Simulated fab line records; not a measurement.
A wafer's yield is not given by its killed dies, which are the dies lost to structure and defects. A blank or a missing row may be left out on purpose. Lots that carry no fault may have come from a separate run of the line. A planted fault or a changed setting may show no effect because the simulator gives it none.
Commonality check across tools / flow sky130 / 39 wafers sampled across 13 lots

WHAT PROMPTED THE OPENING
Of 13 lots, 1 have the reading LDD_HVN_TW flagged at SKY_LDD_HVN_TW_MEAS_10. Fault-free wafers read 1439, with a standard deviation of 10.
Rule: a lot gets a flag if all its wafers with a number sit over 4 standard deviations from that mean, or if no wafer of it has a number. All remaining lots are regarded as sound.

lot=L783; measured=day 20 04:53; on=film-metro-03; LDD_HVN_TW, wafer by wafer=1443 1453 1449; flag=
lot=L784; measured=day 20 22:19; on=film-metro-04; LDD_HVN_TW, wafer by wafer=1427 1425 1428; flag=
lot=L786; measured=day 21 08:22; on=film-metro-03; LDD_HVN_TW, wafer by wafer=1449 1447 1451; flag=
lot=L788; measured=day 22 21:53; on=film-metro-03; LDD_HVN_TW, wafer by wafer=1447 1459 1445; flag=
lot=L791; measured=day 23 08:53; on=film-metro-02; LDD_HVN_TW, wafer by wafer=30 30 30; flag=FLAGGED
lot=L793; measured=day 24 15:11; on=film-metro-03; LDD_HVN_TW, wafer by wafer=1456 1446 1450; flag=
lot=L797; measured=day 25 18:13; on=film-metro-03; LDD_HVN_TW, wafer by wafer=1443 1441 1435; flag=
lot=L799; measured=day 26 05:43; on=film-metro-03; LDD_HVN_TW, wafer by wafer=1456 1455 1449; flag=
lot=L801; measured=day 27 00:22; on=film-metro-04; LDD_HVN_TW, wafer by wafer=1444 1434 1438; flag=
lot=L800; measured=day 27 03:04; on=film-metro-04; LDD_HVN_TW, wafer by wafer=1442 1449 1432; flag=
lot=L803; measured=day 28 08:44; on=film-metro-02; LDD_HVN_TW, wafer by wafer=1436 1433 1435; flag=
lot=L805; measured=day 28 10:17; on=film-metro-03; LDD_HVN_TW, wafer by wafer=1444 1459 1448; flag=
lot=L806; measured=day 28 18:37; on=film-metro-02; LDD_HVN_TW, wafer by wafer=1437 1428 1436; flag=
Averaged over the flagged lots the numbers come to 30, -1409 from the usual (-99 or more standard deviations).

LOT BY LOT: THE TOOL USED
Before the reading, the record contains 3 process steps out of a 708-step route. In each cell: the tool, then ch and the chambers that the sampled wafers went through, then the start.
lot=L783; flag=; SKY_GATE_OXIDE_STRIP_13=plasma-asher-01 ch 0,1, day 13 22:06; SKY_LDD_N_STRIP_16=plasma-asher-01 ch 0,1, day 17 16:32; SKY_LDD_HVN_EXPOSE_04=iline-stepper-02 ch 0, day 19 13:22
lot=L784; flag=; SKY_GATE_OXIDE_STRIP_13=plasma-asher-01 ch 0,1, day 14 10:01; SKY_LDD_N_STRIP_16=plasma-asher-01 ch 0,1, day 18 09:28; SKY_LDD_HVN_EXPOSE_04=iline-stepper-01 ch 0, day 20 06:30
lot=L786; flag=; SKY_GATE_OXIDE_STRIP_13=plasma-asher-01 ch 0,1, day 14 20:25; SKY_LDD_N_STRIP_16=plasma-asher-03 ch 0,1, day 18 19:22; SKY_LDD_HVN_EXPOSE_04=iline-stepper-01 ch 0, day 20 16:28
lot=L788; flag=; SKY_GATE_OXIDE_STRIP_13=plasma-asher-04 ch 0,1, day 15 15:57; SKY_LDD_N_STRIP_16=plasma-asher-01 ch 0,1, day 20 07:00; SKY_LDD_HVN_EXPOSE_04=iline-stepper-02 ch 0, day 22 06:55
lot=L791; flag=FLAGGED; SKY_GATE_OXIDE_STRIP_13=plasma-asher-01 ch 0,1, day 16 15:53; SKY_LDD_N_STRIP_16=plasma-asher-02 ch 0,1, day 20 19:17; SKY_LDD_HVN_EXPOSE_04=iline-stepper-02 ch 0, day 22 17:11
lot=L793; flag=; SKY_GATE_OXIDE_STRIP_13=plasma-asher-04 ch 0,1, day 17 12:25; SKY_LDD_N_STRIP_16=plasma-asher-02 ch 0,1, day 22 03:51; SKY_LDD_HVN_EXPOSE_04=iline-stepper-02 ch 0, day 24 00:35
lot=L797; flag=; SKY_GATE_OXIDE_STRIP_13=plasma-asher-04 ch 0,1, day 18 22:42; SKY_LDD_N_STRIP_16=plasma-asher-02 ch 0,1, day 23 06:27; SKY_LDD_HVN_EXPOSE_04=iline-stepper-01 ch 0, day 25 03:50
lot=L799; flag=; SKY_GATE_OXIDE_STRIP_13=plasma-asher-02 ch 0,1, day 19 12:52; SKY_LDD_N_STRIP_16=plasma-asher-03 ch 0,1, day 23 18:19; SKY_LDD_HVN_EXPOSE_04=iline-stepper-01 ch 0, day 25 15:08
lot=L801; flag=; SKY_GATE_OXIDE_STRIP_13=plasma-asher-04 ch 0,1, day 20 09:41; SKY_LDD_N_STRIP_16=plasma-asher-03 ch 0,1, day 24 14:33; SKY_LDD_HVN_EXPOSE_04=iline-stepper-02 ch 0, day 26 10:13
lot=L800; flag=; SKY_GATE_OXIDE_STRIP_13=plasma-asher-01 ch 0,1, day 20 10:00; SKY_LDD_N_STRIP_16=plasma-asher-01 ch 0,1, day 24 15:31; SKY_LDD_HVN_EXPOSE_04=iline-stepper-01 ch 0, day 26 12:34
lot=L803; flag=; SKY_GATE_OXIDE_STRIP_13=plasma-asher-04 ch 0,1, day 21 21:46; SKY_LDD_N_STRIP_16=plasma-asher-01 ch 0,1, day 25 22:44; SKY_LDD_HVN_EXPOSE_04=iline-stepper-02 ch 0, day 27 18:46
lot=L805; flag=; SKY_GATE_OXIDE_STRIP_13=plasma-asher-02 ch 0,1, day 21 22:06; SKY_LDD_N_STRIP_16=plasma-asher-01 ch 0,1, day 26 00:38; SKY_LDD_HVN_EXPOSE_04=iline-stepper-02 ch 0, day 27 20:52
lot=L806; flag=; SKY_GATE_OXIDE_STRIP_13=plasma-asher-01 ch 0,1, day 22 06:38; SKY_LDD_N_STRIP_16=plasma-asher-01 ch 0,1, day 26 09:21; SKY_LDD_HVN_EXPOSE_04=iline-stepper-01 ch 0, day 28 04:14
What the steps here do:
- SKY_GATE_OXIDE_STRIP_13: strips in O2/N2.
- SKY_LDD_N_STRIP_16: strips in O2/N2.
- SKY_LDD_HVN_EXPOSE_04: exposes mask HVNTM, target cd 700 nm.
- SKY_LDD_HVN_TW_MEAS_10

FLAGGED AGAINST TOTAL, ONE TOOL AT A TIME (gauges that did the reading follow at the end)
step=SKY_GATE_OXIDE_STRIP_13; tool=plasma-asher-01; lots run=6; flagged=1; share of the flagged lots=all; sound lots run after its first flagged lot=2 (L800,L806)
step=SKY_GATE_OXIDE_STRIP_13; tool=plasma-asher-02; lots run=2; flagged=0; share of the flagged lots=none; sound lots run after its first flagged lot=-
step=SKY_GATE_OXIDE_STRIP_13; tool=plasma-asher-04; lots run=5; flagged=0; share of the flagged lots=none; sound lots run after its first flagged lot=-
step=SKY_LDD_N_STRIP_16; tool=plasma-asher-01; lots run=7; flagged=0; share of the flagged lots=none; sound lots run after its first flagged lot=-
step=SKY_LDD_N_STRIP_16; tool=plasma-asher-02; lots run=3; flagged=1; share of the flagged lots=all; sound lots run after its first flagged lot=2 (L793,L797)
step=SKY_LDD_N_STRIP_16; tool=plasma-asher-03; lots run=3; flagged=0; share of the flagged lots=none; sound lots run after its first flagged lot=-
step=SKY_LDD_HVN_EXPOSE_04; tool=iline-stepper-01; lots run=6; flagged=0; share of the flagged lots=none; sound lots run after its first flagged lot=-
step=SKY_LDD_HVN_EXPOSE_04; tool=iline-stepper-02; lots run=7; flagged=1; share of the flagged lots=all; sound lots run after its first flagged lot=4 (L793,L801,L803,L805)
step=SKY_LDD_HVN_TW_MEAS_10; tool=film-metro-02; lots run=3; flagged=1; share of the flagged lots=all; sound lots run after its first flagged lot=2 (L803,L806)
step=SKY_LDD_HVN_TW_MEAS_10; tool=film-metro-03; lots run=7; flagged=0; share of the flagged lots=none; sound lots run after its first flagged lot=-
step=SKY_LDD_HVN_TW_MEAS_10; tool=film-metro-04; lots run=3; flagged=0; share of the flagged lots=none; sound lots run after its first flagged lot=-

WHAT THE TABLE PERMITS
4 rows of the table ran every flagged lot: plasma-asher-01 at SKY_GATE_OXIDE_STRIP_13, plasma-asher-02 at SKY_LDD_N_STRIP_16, iline-stepper-02 at SKY_LDD_HVN_EXPOSE_04, film-metro-02 at SKY_LDD_HVN_TW_MEAS_10.
- plasma-asher-01 at SKY_GATE_OXIDE_STRIP_13 ran 6 lots, 1 of them flagged. After the first flagged lot (L800, L806), sound lots still ran on it; a lasting fault on the whole tool would not permit that.
- plasma-asher-02 at SKY_LDD_N_STRIP_16 ran 3 lots, 1 of them flagged. After the first flagged lot (L793, L797), sound lots still ran on it; a lasting fault on the whole tool would not permit that.
- iline-stepper-02 at SKY_LDD_HVN_EXPOSE_04 ran 7 lots, 1 of them flagged. After the first flagged lot (L793, L801, L803, L805), sound lots still ran on it; a lasting fault on the whole tool would not permit that.
- film-metro-02 at SKY_LDD_HVN_TW_MEAS_10 ran 3 lots, 1 of them flagged. After the first flagged lot (L803, L806), sound lots still ran on it; a lasting fault on the whole tool would not permit that.
Not one row of the table ran every flagged lot while running no sound lot after the first.

WHAT WAS PUT IN BY THE SIMULATOR
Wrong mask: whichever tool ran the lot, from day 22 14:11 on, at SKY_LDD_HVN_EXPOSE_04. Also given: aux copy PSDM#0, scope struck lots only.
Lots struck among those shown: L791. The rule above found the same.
